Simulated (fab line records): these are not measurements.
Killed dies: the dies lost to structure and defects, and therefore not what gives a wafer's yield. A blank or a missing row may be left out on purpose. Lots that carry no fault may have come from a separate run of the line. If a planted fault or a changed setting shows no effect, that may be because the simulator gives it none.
Lot-split experiment ; flow sfqLine ; route with 325 steps; 5 lots, 23 wafers read

THE SPLIT
At SFQ_TRILAYER_M5_ETCH_METAL_ETCH_126 (etches Nb in Cl2/BCl3, stops on SiO2, time 203.2 s, target depth 265 nm), the setting icpW was moved away from the recipe's 600 W on 5 of the 23 wafers read, by -8.5% to +7.9%. This setting was run at the recipe's value on the other wafers.

The split's own step is where the reading is taken.

THE READING
KrF_of_TRILAYER_M5_LITHO_COAT_123.thkNm (the simulator's own value, which no gauge read), in nm, at SFQ_TRILAYER_M5_ETCH_METAL_ETCH_126 (etches Nb in Cl2/BCl3, stops on SiO2, time 203.2 s, target depth 265 nm). There is no usual value for it anywhere in the file. Here, 18 wafers ran the recipe; their average is 374.1 nm with a standard deviation of 1.6 nm.

wafer;tool, chamber at the split;icpW as run, W;against the recipe;KrF_of_TRILAYER_M5_LITHO_COAT_123.thkNm, nm;against lot-mates on the recipe
L074.1;rieMetal-02, 1;600;recipe;374.6;-
L074.2;rieMetal-02, 0;600;recipe;373.3;-
L074.3;rieMetal-02, 1;600;recipe;375.5;-
L074.5;rieMetal-02, 0;600;recipe;374.1;-
L074.6;rieMetal-02, 1;600;recipe;376.8;-
L077.2;rieMetal-02, 0;600;recipe;373.2;-
L077.3;rieMetal-02, 1;600;recipe;372.8;-
L077.4;rieMetal-02, 0;600;recipe;372.2;-
L077.5;rieMetal-02, 1;600;recipe;371.8;-
L077.6;rieMetal-02, 0;600;recipe;370.6;-
L081.1;rieMetal-04, 1;600;recipe;375.4;-
L081.2;rieMetal-04, 0;647.2;+7.9%;364.1;-10.2
L081.3;rieMetal-04, 0;600;recipe;373.3;-
L081.4;rieMetal-04, 1;647.2;+7.9%;364.1;-10.2
L081.5;rieMetal-04, 1;647.2;+7.9%;364.8;-9.6
L082.2;rieMetal-02, 1;600;recipe;374.9;-
L082.3;rieMetal-02, 1;600;recipe;376.2;-
L082.4;rieMetal-02, 0;600;recipe;374.8;-
L085.1;rieMetal-04, 1;549.3;-8.5%;386.1;+11.2
L085.2;rieMetal-04, 0;600;recipe;373.6;-
L085.3;rieMetal-04, 1;549.3;-8.5%;387.4;+12.5
L085.5;rieMetal-04, 1;600;recipe;375.1;-
L085.6;rieMetal-04, 0;600;recipe;375.9;-

FIT RESULTS
A straight line over all 23 wafers: KrF_of_TRILAYER_M5_LITHO_COAT_123.thkNm changes by -1.36 nm for each +1% of icpW; r = -0.96; the points scatter about the line by 1.6 nm.
The same after taking each lot's own level away (the mean of its wafers on the recipe; 23 wafers): -1.33 nm for each +1%; r = -0.98; scatter 0.97 nm.
On that fit, the largest move of icpW shifts the reading by 11 nm.
The lots' own levels span 372.12 to 375.30 nm, that is 2.0 times the standard deviation above.
The two slopes agree, so the slope changes little with the lot-to-lot level.
Check: with one of the wafers moved furthest among these (-8.5%) left out of the fit, the line predicts +11.4 nm for it against its lot-mates. Against them it came out at +11.2 nm.
Tool readings at the split's step, against how far the setting was moved: oesProductAu r = -0.34.

OTHER SPLITS APPLIED TO THESE WAFERS
Other splits were also applied to these wafers ahead of the reading. Each is held against what the fit with the lots' levels taken away leaves over:
other split on the same wafers;wafers away from the commonest value;r with KrF_of_TRILAYER_M5_LITHO_COAT_123.thkNm (lot level and that fit taken away)
SFQ_TRILAYER_M4_ETCH_METAL_ETCH_096 timeS;10;-0.30
SFQ_TRILAYER_I4_VIA_LITHO_COAT_103 spinRpm;6;+0.31
SFQ_TRILAYER_I4_VIA_BARC_OPEN_VIA_ETCH_146 biasW;12;+0.20
SFQ_TRILAYER_JJ_TRILAYER_DEP_SPUTTER_109 powerW;12;-0.02
SFQ_TRILAYER_JJ_CE_LITHO_COAT_114 resistThkNm;10;-0.07
SFQ_TRILAYER_JJ_CE_BARC_OPEN_RIE_150 pressureMtorr;10;+0.02

THE FILE'S OWN FIT
KrF_of_TRILAYER_M5_LITHO_COAT_123.thkNm changes by -1.34 nm for each +1% of icpW, r = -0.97.
